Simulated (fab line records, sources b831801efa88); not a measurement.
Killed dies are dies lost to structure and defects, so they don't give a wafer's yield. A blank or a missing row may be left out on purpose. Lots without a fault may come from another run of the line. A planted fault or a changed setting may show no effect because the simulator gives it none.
Which tool did it? | flow sky130 | 10 lots, 30 wafers sampled, at 5 steps of a route of 708

WHAT THE GAUGES READ, wafer by wafer
SKY_LDD_HVN_OVL_MEAS_07.
lot  | measured     | on         | LDD_HVN_OVL (nm)
L665 | day 20 06:10 | overlay-01 | 3.4 1.4 1.7
L667 | day 21 11:33 | overlay-02 | -1.2 0.7 0.3
L669 | day 22 05:20 | overlay-01 | -0.6 0.6 0.5
L670 | day 22 12:35 | overlay-02 | -2.2 -1.2 -0.1
L673 | day 23 04:35 | overlay-02 | 0.8 0.7 0.7
L679 | day 25 09:02 | overlay-01 | -0.6 0.4 1.6
L680 | day 25 15:11 | overlay-02 | -0.7 -2.0 -0.3
L681 | day 26 01:22 | overlay-01 | 1.8 2.4 2.3
L684 | day 27 04:18 | overlay-02 | 1.4 1.6 0.4
L686 | day 27 19:43 | overlay-01 | 1.4 1.1 -0.4

SKY_LI_CONTACT_RS_MEAS_22: measures by four-point-probe.
lot  | measured     | on            | LI_CONTACT_W_RS (ohm/sq)
L665 | day 29 05:50 | film_metro-03 | 0.275 0.278 0.278
L667 | day 30 06:10 | film_metro-02 | 0.284 0.286 0.285
L669 | day 30 23:09 | film_metro-02 | 0.282 0.273 0.278
L670 | day 31 06:39 | film_metro-03 | 0.272 0.282 0.280
L673 | day 31 18:53 | film_metro-03 | 0.275 0.271 0.278
L679 | day 33 19:37 | film_metro-02 | 0.214 0.209 0.282 0.214 0.209 0.282
L680 | day 33 23:49 | film_metro-03 | 0.208 0.279 0.214 0.208 0.280 0.214
L681 | day 34 10:18 | film_metro-02 | 0.277 0.273 0.269
L684 | day 35 10:21 | film_metro-02 | 0.279 0.281 0.274
L686 | day 36 02:01 | film_metro-04 | 0.279 0.270 0.272

SKY_LI_CONTACT_THK_MEAS_23: measures by xrf.
lot  | measured     | on            | LI_CONTACT_W_THK (nm)
L665 | day 29 05:57 | film_metro-03 | 430 421 421
L667 | day 30 06:16 | film_metro-02 | 414 413 414
L669 | day 30 23:16 | film_metro-02 | 418 433 422
L670 | day 31 06:45 | film_metro-03 | 430 414 418
L673 | day 31 18:58 | film_metro-03 | 422 429 421
L679 | day 33 21:10 | film_metro-02 | 559 570 414 559 569 417
L680 | day 34 02:48 | film_metro-03 | 567 417 548 564 416 549
L681 | day 34 10:25 | film_metro-02 | 417 423 429
L684 | day 35 10:27 | film_metro-02 | 414 409 420
L686 | day 36 02:08 | film_metro-04 | 420 429 430

WHICH TOOL RAN EACH LOT (tool, then ch and the chambers of the sampled wafers, then the start)
lot  | SKY_LI_CONTACT_STRIP_16              | SKY_LI_CONTACT_CVD_21
L665 | plasma_asher-03 ch 0,1, day 29 05:16 | cvd_w-01 ch 0,1, day 29 05:43
L667 | plasma_asher-04 ch 0,1, day 30 05:35 | cvd_w-02 ch 0,1, day 30 06:02
L669 | plasma_asher-03 ch 0,1, day 30 22:35 | cvd_w-01 ch 0,1, day 30 23:01
L670 | plasma_asher-04 ch 0,1, day 31 06:04 | cvd_w-01 ch 0,1, day 31 06:32
L673 | plasma_asher-01 ch 0,1, day 31 18:17 | cvd_w-01 ch 0,1, day 31 18:44
L679 | plasma_asher-04 ch 0, day 33 19:04   | cvd_w-02 ch 0,1, day 33 19:29
L680 | plasma_asher-04 ch 0,1, day 33 23:16 | cvd_w-02 ch 0,1, day 33 23:41
L681 | plasma_asher-03 ch 0,1, day 34 09:44 | cvd_w-01 ch 0,1, day 34 10:10
L684 | plasma_asher-04 ch 0,1, day 35 09:47 | cvd_w-01 ch 0,1, day 35 10:14
L686 | plasma_asher-03 ch 1, day 36 01:28   | cvd_w-01 ch 0,1, day 36 01:53
- SKY_LI_CONTACT_STRIP_16: strips in O2/N2.
- SKY_LI_CONTACT_CVD_21: deposits W, target thk 400 nm, time 120.56 s.

WHAT THE TOOLS THEMSELVES READ (means of the sampled wafers that have a number; where no wafer has one, the mark that the record gives instead)
SKY_LI_CONTACT_STRIP_16.
lot  | tool            | drypump_motor_current_A (A) | oes_product_au (a.u.) | strip_time_to_endpoint_s (s)
L665 | plasma_asher-03 | 5.92                        | 0.380                 | 3.49
L667 | plasma_asher-04 | 5.95                        | 0.374                 | 3.50
L669 | plasma_asher-03 | 5.96                        | 0.374                 | 3.52
L670 | plasma_asher-04 | 5.79                        | 0.377                 | 3.52
L673 | plasma_asher-01 | 6.19                        | 0.378                 | 3.52
L679 | plasma_asher-04 | 6.08                        | 0.374                 | 3.51
L680 | plasma_asher-04 | 5.81                        | 0.373                 | 3.43
L681 | plasma_asher-03 | 5.73                        | 0.373                 | 3.49
L684 | plasma_asher-04 | 5.81                        | 0.382                 | 3.55
L686 | plasma_asher-03 | 5.51                        | 0.375                 | 3.45

SKY_LI_CONTACT_CVD_21.
lot  | tool     | chamber_pressure_Torr (Torr) | heater_power_w (W)
L665 | cvd_w-01 | 39.99                        | 833
L667 | cvd_w-02 | 40.10                        | 881
L669 | cvd_w-01 | 39.93                        | 843
L670 | cvd_w-01 | 40.00                        | 842
L673 | cvd_w-01 | 40.02                        | 836
L679 | cvd_w-02 | 40.04                        | 838
L680 | cvd_w-02 | 39.96                        | 830
L681 | cvd_w-01 | 39.97                        | 941
L684 | cvd_w-01 | 39.92                        | 930
L686 | cvd_w-01 | 39.98                        | 945

THE ANSWER, worked out from the rows above alone
Rule: what is usual is taken from the lots themselves. Put in order of their means at a reading, lots are off if they are a third of the lots or fewer, leave a main group of 4 or more, and stand apart from it by a gap of 3 or more times the standard deviation of the main group's means; of several such gaps the widest counts. A main group whose means are all the same, to the digits that the tables above print for the reading, isn't used. A lot without any number at a reading at which 4 lots or more have one is off too. The other lots that the step has rows for count as sound. The gauges are gone through in route order, then the tools' own readings, and for those a lot's mean is taken as printed above. The first step at which some lot is off is used, and at that step the reading that is off furthest; a lot without a number counts as furthest.
Off: L679, L680, at SKY_LI_CONTACT_RS_MEAS_22 (LI_CONTACT_W_RS). The main group: mean 0.277 ohm/sq, standard deviation 0.0035.
A tool fits if, at a process step before that reading, it ran every lot that is off, and no sound lot after the first of them. The gauges at SKY_LI_CONTACT_RS_MEAS_22 are tried like those tools. One fits: cvd_w-02 at SKY_LI_CONTACT_CVD_21. Its last sound lot is L667 (day 30 06:02), its first lot that is off L679 (day 33 19:29): a fault that began between those two fits.

WHAT THE SIMULATOR HAD PUT IN
Process parameter drift: cvd_w-02, from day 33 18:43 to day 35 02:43, at SKY_LI_CONTACT_CVD_21. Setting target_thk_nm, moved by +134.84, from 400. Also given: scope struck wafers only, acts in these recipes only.
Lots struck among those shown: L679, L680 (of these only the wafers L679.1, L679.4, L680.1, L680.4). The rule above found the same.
